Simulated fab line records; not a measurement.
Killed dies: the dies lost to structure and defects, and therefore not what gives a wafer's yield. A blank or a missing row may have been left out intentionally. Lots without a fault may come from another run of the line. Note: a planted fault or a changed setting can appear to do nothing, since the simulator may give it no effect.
8D (eight disciplines) problem report, filled in by code | flow sky130 | the parts of the form that need people (team, actions taken, sign-off) are left out

## 1. WHAT WENT WRONG
strip-time-to-endpoint-s at SKY_PASSIVATION_STRIP_12 reads a mean of 32.50 s on 6 wafers of 2 lots; wafers without a fault read 31.53 s with a standard deviation of 0.12. That puts it +8.1 standard deviations away from the usual mean.
The step: strips in O2/N2.
Seen first at day 50 03:03 on plasma-asher-02, wafer L391.3. Wafers with a number at this step in the record: 36, from 12 lots. Rule for "out", or "out of limits": more than 4 standard deviations from the usual mean. The other wafers with a number count as sound.

## 2. WHAT IT IS AND WHAT IT IS NOT
question                    | is                               | is not
which readings at this step | strip-time-to-endpoint-s         | chamber-pressure-mTorr, drypump-motor-current-A, oes-product-au
which lots                  | L391, L392                       | L370, L371, L372, L375, L377, L379, L382, L383, L385, L386
which wafers of those lots  | all that have a number           | -
read on which tools         | plasma-asher-02, plasma-asher-03 | plasma-asher-04
when                        | from day 50 03:03                | up to then (30 sound wafers)

## 3. WHAT RULES OUT EACH SUSPECT
Counting: a tool stays on the suspect list if, at a process step up to the reading, it processed all lots that are out and no sound lot following the first of them.
- litho-track-03 at SKY_PASSIVATION_COAT_06 (resist thk 3000 nm): kept. All lots that are out passed through it, beginning with L391 at day 49 18:26, and no sound lot followed; its final sound lot before that point was L386 at day 48 15:10.
The count leaves litho-track-03 at SKY_PASSIVATION_COAT_06.

## 4. THE CAUSE (what the simulator had put in)
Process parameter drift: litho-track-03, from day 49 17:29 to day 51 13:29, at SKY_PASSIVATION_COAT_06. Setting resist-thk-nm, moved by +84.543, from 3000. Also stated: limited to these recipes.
After counting, this tool was the only one left.

## 5. THE EFFECT CHAIN, in route order
Each row: a reading where the mean over the struck wafers with a number is more than 3 standard deviations away from the usual. Scope: only readings with a usual standard deviation given in the record; hours: median across lots of the time from each lot's start at the first step in this table that gives one to its start at this step; sigmas: change in usual standard deviations.
hours | step                     | reading                  | usual   | on struck wafers | change | sigmas
0     | SKY_PASSIVATION_STRIP_12 | strip-time-to-endpoint-s | 31.53 s | 32.50            | +0.97  | +8.1
The process steps in it:
- SKY_PASSIVATION_STRIP_12: strips in O2/N2.

## 6. WHAT WOULD HAVE CAUGHT IT SOONER
In this record no reading fell out of limits until day 50 03:03, 10 hours after the fault had begun at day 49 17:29.
Tool readings at SKY_PASSIVATION_COAT_06 with a usual standard deviation given in the record: none out on any struck wafer, hence no alarm at a limit of 4 standard deviations on them.
Each of the lots that are out, 2 in all, had begun SKY_PASSIVATION_COAT_06 on litho-track-03 no later than day 50 03:03. A hold on the tool at that time would have spared none of them.
